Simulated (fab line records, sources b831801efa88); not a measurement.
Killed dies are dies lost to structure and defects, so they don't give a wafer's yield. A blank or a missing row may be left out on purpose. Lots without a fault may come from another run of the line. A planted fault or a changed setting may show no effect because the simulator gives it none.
Which tool did it? | flow sky130 | 12 lots, 36 wafers sampled, at 4 steps of a route of 708

WHAT THE GAUGES READ, wafer by wafer
SKY_LDD_P_CD_MEAS_07: target cd 380 nm.
lot  | measured     | on        | cd_nm (nm)
L949 | day 19 18:50 | cd_sem-02 | 375.6 377.6 376.4
L950 | day 19 19:12 | cd_sem-01 | 378.3 378.3 379.0
L951 | day 20 07:43 | cd_sem-01 | 376.6 377.5 378.1
L953 | day 21 14:05 | cd_sem-01 | 382.5 380.9 385.0
L955 | day 21 23:00 | cd_sem-02 | 380.3 379.9 380.6
L957 | day 22 04:52 | cd_sem-02 | 381.7 379.2 376.4
L962 | day 23 16:18 | cd_sem-01 | 378.2 378.6 378.3
L965 | day 24 17:40 | cd_sem-01 | 381.4 380.8 380.2
L967 | day 25 08:46 | cd_sem-01 | 382.5 383.6 383.6
L968 | day 25 14:56 | cd_sem-01 | 380.0 379.0 381.2
L970 | day 26 13:29 | cd_sem-02 | 378.3 373.9 375.1
L972 | day 26 23:20 | cd_sem-02 | 384.3 382.9 382.6

SKY_LDD_LDN_TW_MEAS_13.
lot  | measured     | on            | LDD_LDN_TW
L949 | day 23 15:51 | film_metro-02 | 1462 1466 1474
L950 | day 23 16:04 | film_metro-01 | 1487 1485 1482
L951 | day 24 04:02 | film_metro-02 | 1462 1462 1461
L953 | day 25 10:00 | film_metro-02 | 1472 1459 1468
L955 | day 25 18:01 | film_metro-02 | 1472 1469 1468
L957 | day 26 00:32 | film_metro-01 | 1372 1374 1370
L962 | day 27 09:53 | film_metro-03 | 1356 1353 1351
L965 | day 28 11:55 | film_metro-03 | 1448 1442 1444
L967 | day 29 02:25 | film_metro-01 | 1486 1485 1485
L968 | day 29 07:06 | film_metro-03 | 1464 1465 1464
L970 | day 30 04:13 | film_metro-01 | 1482 1476 1482
L972 | day 30 14:21 | film_metro-03 | 1458 1459 1457

WHICH TOOL RAN EACH LOT (tool, then ch and the chambers of the sampled wafers, then the start)
lot  | SKY_LDD_HVP_STRIP_09                 | SKY_LDD_LDN_IMPLANT_08
L949 | plasma_asher-01 ch 0,1, day 22 08:57 | implanter-01 ch 0, day 23 15:09
L950 | plasma_asher-03 ch 0,1, day 22 09:15 | implanter-04 ch 0, day 23 15:23
L951 | plasma_asher-01 ch 0,1, day 22 21:19 | implanter-04 ch 0, day 24 03:22
L953 | plasma_asher-04 ch 0,1, day 24 03:33 | implanter-01 ch 0, day 25 09:18
L955 | plasma_asher-04 ch 0,1, day 24 11:15 | implanter-04 ch 0, day 25 17:20
L957 | plasma_asher-01 ch 0,1, day 24 18:07 | implanter-04 ch 0, day 25 23:50
L962 | plasma_asher-01 ch 0,1, day 26 03:27 | implanter-04 ch 0, day 27 09:11
L965 | plasma_asher-04 ch 0, day 27 05:34   | implanter-03 ch 0, day 28 11:13
L967 | plasma_asher-03 ch 0,1, day 27 20:58 | implanter-01 ch 0, day 29 01:43
L968 | plasma_asher-01 ch 1, day 28 02:51   | implanter-01 ch 0, day 29 06:24
L970 | plasma_asher-04 ch 0,1, day 29 00:09 | implanter-04 ch 0, day 30 03:31
L972 | plasma_asher-01 ch 0,1, day 29 09:46 | implanter-04 ch 0, day 30 13:39
- SKY_LDD_HVP_STRIP_09: strips in O2/N2.
- SKY_LDD_LDN_IMPLANT_08

WHAT THE TOOLS THEMSELVES READ (means of the sampled wafers that have a number; where no wafer has one, the mark that the record gives instead)
SKY_LDD_HVP_STRIP_09.
lot  | tool            | drypump_motor_current_A (A) | oes_product_au (a.u.) | strip_time_to_endpoint_s (s)
L949 | plasma_asher-01 | 5.65                        | 0.408                 | 4.124
L950 | plasma_asher-03 | 5.61                        | 0.414                 | 4.148
L951 | plasma_asher-01 | 5.63                        | 0.410                 | 4.134
L953 | plasma_asher-04 | 5.76                        | 0.410                 | 4.124
L955 | plasma_asher-04 | 5.59                        | 0.410                 | 4.133
L957 | plasma_asher-01 | 5.65                        | 0.407                 | 4.121
L962 | plasma_asher-01 | 5.59                        | 0.413                 | 4.141
L965 | plasma_asher-04 | 5.43                        | 0.409                 | 4.144
L967 | plasma_asher-03 | 5.63                        | 0.408                 | 4.128
L968 | plasma_asher-01 | 5.67                        | 0.408                 | 4.135
L970 | plasma_asher-04 | 5.75                        | 0.411                 | 4.147
L972 | plasma_asher-01 | 5.60                        | 0.404                 | 4.152

SKY_LDD_LDN_IMPLANT_08.
lot  | tool         | dose_ions_cm2 | faraday_current_uA
L949 | implanter-01 | 1.2480e+13    | 69.4
L950 | implanter-04 | 1.2487e+13    | 70.2
L951 | implanter-04 | 1.2528e+13    | 70.9
L953 | implanter-01 | 1.2512e+13    | 70.5
L955 | implanter-04 | 1.2482e+13    | 71.8
L957 | implanter-04 | 1.2413e+12    | 7.0
L962 | implanter-04 | 1.2577e+12    | 7.1
L965 | implanter-03 | 1.2509e+13    | 70.0
L967 | implanter-01 | 1.2500e+13    | 70.9
L968 | implanter-01 | 1.2486e+13    | 71.1
L970 | implanter-04 | 1.2486e+13    | 71.3
L972 | implanter-04 | 1.2486e+13    | 70.7

THE ANSWER, worked out from the rows above alone
Rule: what is usual is taken from the lots themselves. Put in order of their means at a reading, lots are off if they are a third of the lots or fewer, leave a main group of 4 or more, and stand apart from it by a gap of 3 or more times the standard deviation of the main group's means; of several such gaps the widest counts. A main group whose means are all the same, to the digits that the tables above print for the reading, isn't used. A lot without any number at a reading at which 4 lots or more have one is off too. The other lots that the step has rows for count as sound. The gauges are gone through in route order, then the tools' own readings, and for those a lot's mean is taken as printed above. The first step at which some lot is off is used, and at that step the reading that is off furthest; a lot without a number counts as furthest.
Off: L957, L962, at SKY_LDD_LDN_TW_MEAS_13 (LDD_LDN_TW). The main group: mean 1468, standard deviation 12.
A tool fits if, at a process step before that reading, it ran every lot that is off, and no sound lot after the first of them. The gauges at SKY_LDD_LDN_TW_MEAS_13 aren't tried: what is off there is off at SKY_LDD_LDN_IMPLANT_08 too, on other tools, and a gauge's error can't cause that. None of those tried fits.

WHAT THE SIMULATOR HAD PUT IN
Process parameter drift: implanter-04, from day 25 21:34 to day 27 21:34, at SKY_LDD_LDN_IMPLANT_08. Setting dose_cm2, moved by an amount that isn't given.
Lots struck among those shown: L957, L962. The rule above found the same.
